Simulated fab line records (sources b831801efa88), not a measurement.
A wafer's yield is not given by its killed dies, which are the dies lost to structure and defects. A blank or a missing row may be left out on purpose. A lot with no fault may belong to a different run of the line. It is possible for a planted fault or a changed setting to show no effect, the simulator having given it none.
What tool caused it?	flow sky130	33 wafers from 11 lots sampled at 5 of the route's 708 steps

WHAT EACH GAUGE READ, for each wafer
SKY_NWELL_TW_MEAS_15. Usual: NWELL_TW typically reads 1829, with standard deviation 22.
lot	measured	on	NWELL_TW	flag
L339	day 4 22:18	film_metro-01	1860 1863 1848	
L341	day 5 07:49	film_metro-03	1811 1806 1815	
L344	day 6 00:53	film_metro-01	1856 1864 1841	
L345	day 6 08:30	film_metro-01	1849 1838 1854	
L349	day 7 09:20	film_metro-01	1861 1859 1864	
L350	day 7 12:27	film_metro-03	1819 1814 1807	
L351	day 7 16:38	film_metro-03	1804 1815 1802	
L352	day 8 02:25	film_metro-01	1835 1836 1840	
L358	day 10 06:57	film_metro-03	1799 1801 1809	
L359	day 10 16:36	film_metro-03	1804 1808 1797	
L360	day 10 17:29	film_metro-01	1850 1842 1849	

SKY_GATE_OXIDE_THK_MEAS_02. Usual: GATE_OXIDE_OXIDATION_00_THK typically reads 10.24 nm, with standard deviation 0.22.
lot	measured	on	GATE_OXIDE_OXIDATION_00_THK (nm)	flag
L339	day 13 03:29	film_metro-03	10.26 10.08 10.20	
L341	day 13 15:23	film_metro-03	10.75 10.91 10.77	
L344	day 14 14:59	film_metro-04	10.24 10.24 10.38	
L345	day 15 03:08	film_metro-04	10.32 10.40 10.27	
L349	day 16 16:04	film_metro-03	9.10 8.94 8.76 9.13 8.89 8.75	OFF
L350	day 16 16:04	film_metro-04	9.22 9.16 9.03 9.17 9.18 9.01	OFF
L351	day 17 02:02	film_metro-01	8.63 8.81 8.87 8.62 8.83 8.85	OFF
L352	day 17 17:44	film_metro-01	9.69 9.70 9.63	
L358	day 20 16:13	film_metro-03	10.25 10.24 10.06	
L359	day 21 08:11	film_metro-03	10.28 10.34 10.35	
L360	day 21 08:10	film_metro-01	9.95 9.92 9.96	

TOOL THAT RAN EACH LOT (tool first, then ch and the chambers of the sampled wafers, then the start)
lot	SKY_NWELL_STRIP_25	SKY_VT_ADJUST_HVTR_STRIP_10	SKY_GATE_OXIDE_OXIDATION_01
L339	plasma_asher-03 ch 0, day 5 15:54	plasma_asher-02 ch 0,1, day 9 17:53	furnace-01 ch 0, day 13 02:05
L341	plasma_asher-03 ch 0,1, day 6 02:12	plasma_asher-02 ch 0,1, day 10 07:05	furnace-02 ch 0, day 13 13:58
L344	plasma_asher-03 ch 0,1, day 6 19:05	plasma_asher-01 ch 0,1, day 11 04:39	furnace-02 ch 0, day 14 13:34
L345	plasma_asher-02 ch 0,1, day 7 03:40	plasma_asher-03 ch 0,1, day 11 15:29	furnace-02 ch 0, day 15 01:43
L349	plasma_asher-01 ch 0,1, day 8 04:24	plasma_asher-01 ch 0, day 12 21:22	furnace-02 ch 0, day 16 14:39
L350	plasma_asher-01 ch 0,1, day 8 07:12	plasma_asher-02 ch 0,1, day 12 23:46	furnace-02 ch 0, day 16 14:39
L351	plasma_asher-02 ch 0,1, day 8 11:52	plasma_asher-01 ch 0,1, day 13 07:05	furnace-02 ch 0, day 17 00:37
L352	plasma_asher-03 ch 0,1, day 8 22:44	plasma_asher-03 ch 0,1, day 13 19:33	furnace-01 ch 0, day 17 16:18
L358	plasma_asher-01 ch 1, day 11 05:16	plasma_asher-01 ch 1, day 16 15:47	furnace-02 ch 0, day 20 14:47
L359	plasma_asher-02 ch 0,1, day 11 16:02	plasma_asher-03 ch 0,1, day 17 03:41	furnace-01 ch 0, day 21 06:46
L360	plasma_asher-03 ch 0,1, day 11 16:54	plasma_asher-02 ch 0,1, day 17 04:56	furnace-01 ch 0, day 21 06:46
- SKY_NWELL_STRIP_25: strips in O2/N2.
- SKY_VT_ADJUST_HVTR_STRIP_10: strips in O2/N2.
- SKY_GATE_OXIDE_OXIDATION_01: stabilise 600 s, purge 300 s, target thk 10.268 nm.

WHAT THE TOOLS THEMSELVES READ (means of the sampled wafers that have a number; where no wafer has one, the mark that the record gives instead)
SKY_NWELL_STRIP_25. Usual: drypump_motor_current_A 5.76 A, standard deviation 0.29; oes_product_au 0.723 a.u., standard deviation 0.0043; strip_time_to_endpoint_s 36.92 s, standard deviation 0.1.
lot	tool	drypump_motor_current_A (A)	oes_product_au (a.u.)	strip_time_to_endpoint_s (s)	flag
L339	plasma_asher-03	6.08	0.720	36.94	
L341	plasma_asher-03	5.95	0.725	36.92	
L344	plasma_asher-03	5.83	0.720	36.84	
L345	plasma_asher-02	5.91	0.726	37.11	
L349	plasma_asher-01	5.60	0.725	36.92	
L350	plasma_asher-01	5.45	0.725	36.93	
L351	plasma_asher-02	5.70	0.726	37.00	
L352	plasma_asher-03	5.79	0.727	37.01	
L358	plasma_asher-01	5.29	0.722	36.84	
L359	plasma_asher-02	5.70	0.721	36.88	
L360	plasma_asher-03	5.83	0.725	37.11	

SKY_VT_ADJUST_HVTR_STRIP_10. Usual: drypump_motor_current_A 5.76 A, standard deviation 0.29; oes_product_au 0.715 a.u., standard deviation 0.0041; strip_time_to_endpoint_s 14.17 s, standard deviation 0.043.
lot	tool	drypump_motor_current_A (A)	oes_product_au (a.u.)	strip_time_to_endpoint_s (s)	flag
L339	plasma_asher-02	5.91	0.719	14.20	
L341	plasma_asher-02	5.91	0.717	14.17	
L344	plasma_asher-01	5.61	0.719	14.11	
L345	plasma_asher-03	5.82	0.714	14.14	
L349	plasma_asher-01	5.78	0.717	14.11	
L350	plasma_asher-02	5.70	0.715	14.22	
L351	plasma_asher-01	5.60	0.717	14.20	
L352	plasma_asher-03	5.95	0.713	14.19	
L358	plasma_asher-01	5.30	0.711	14.18	
L359	plasma_asher-03	5.95	0.713	14.17	
L360	plasma_asher-02	5.69	0.717	14.19	

SKY_GATE_OXIDE_OXIDATION_01. Usual: spike_tc_bottom_C 919 C, standard deviation 3.7; spike_tc_centre_C 899.8 C, standard deviation 1.1; spike_tc_lower_C 900.1 C, standard deviation 1.4; spike_tc_top_C 909 C, standard deviation 3.1; spike_tc_upper_C 900.1 C, standard deviation 1.1; tube_center_temp_C 899.99 C, standard deviation 0.073; tube_center_temp_C_max 902.3, standard deviation 0.39.
lot	tool	spike_tc_bottom_C (C)	spike_tc_centre_C (C)	spike_tc_lower_C (C)	spike_tc_top_C (C)	spike_tc_upper_C (C)	tube_center_temp_C (C)	tube_center_temp_C_max	flag
L339	furnace-01	922	900.3	900.8	905	900.6	900.04	902.5	
L341	furnace-02	915	900.6	899.1	912	899.9	899.94	902.0	
L344	furnace-02	914	899.4	899.4	912	900.2	899.98	902.2	
L345	furnace-02	916	900.2	899.4	913	898.6	900.07	902.3	
L349	furnace-02	904	888.1	887.0	900	887.8	888.27	890.5	OFF
L350	furnace-02	903	887.2	887.1	900	888.0	888.23	890.8	OFF
L351	furnace-02	903	887.1	887.8	900	886.8	888.25	890.8	OFF
L352	furnace-01	923	899.6	901.1	906	900.9	899.98	902.4	
L358	furnace-02	916	899.5	900.7	912	900.8	900.00	902.5	
L359	furnace-01	923	900.7	900.5	906	900.7	900.05	902.3	
L360	furnace-01	924	900.1	901.4	905	900.1	899.95	902.7	

THE ANSWER, worked out from the rows above alone
Rule: lot off if the mean of its wafers having a number is beyond 3 standard deviations from the usual mean. Also off: a lot with no number at a reading for which 4 or more lots have one. The other lots that the step has rows for count as sound. After the gauges, taken in route order, come the tools' own readings; for these a lot's mean is taken, as printed above. The first step at which some lot is off is used, and at that step the reading that is off furthest; a lot without a number counts as furthest.
Off: L349, L350, L351, seen at SKY_GATE_OXIDE_THK_MEAS_02 (GATE_OXIDE_OXIDATION_00_THK).
If a tool, at a process step before that reading, ran all the lots that are off and no sound lot after the first of them, it fits. Not tried: the gauges at SKY_GATE_OXIDE_THK_MEAS_02; whatever is off there is also off at SKY_GATE_OXIDE_OXIDATION_01, on other tools, and gauge error can't account for it. Not one of the candidates tried fits.

WHAT HAD BEEN PUT IN BY THE SIMULATOR
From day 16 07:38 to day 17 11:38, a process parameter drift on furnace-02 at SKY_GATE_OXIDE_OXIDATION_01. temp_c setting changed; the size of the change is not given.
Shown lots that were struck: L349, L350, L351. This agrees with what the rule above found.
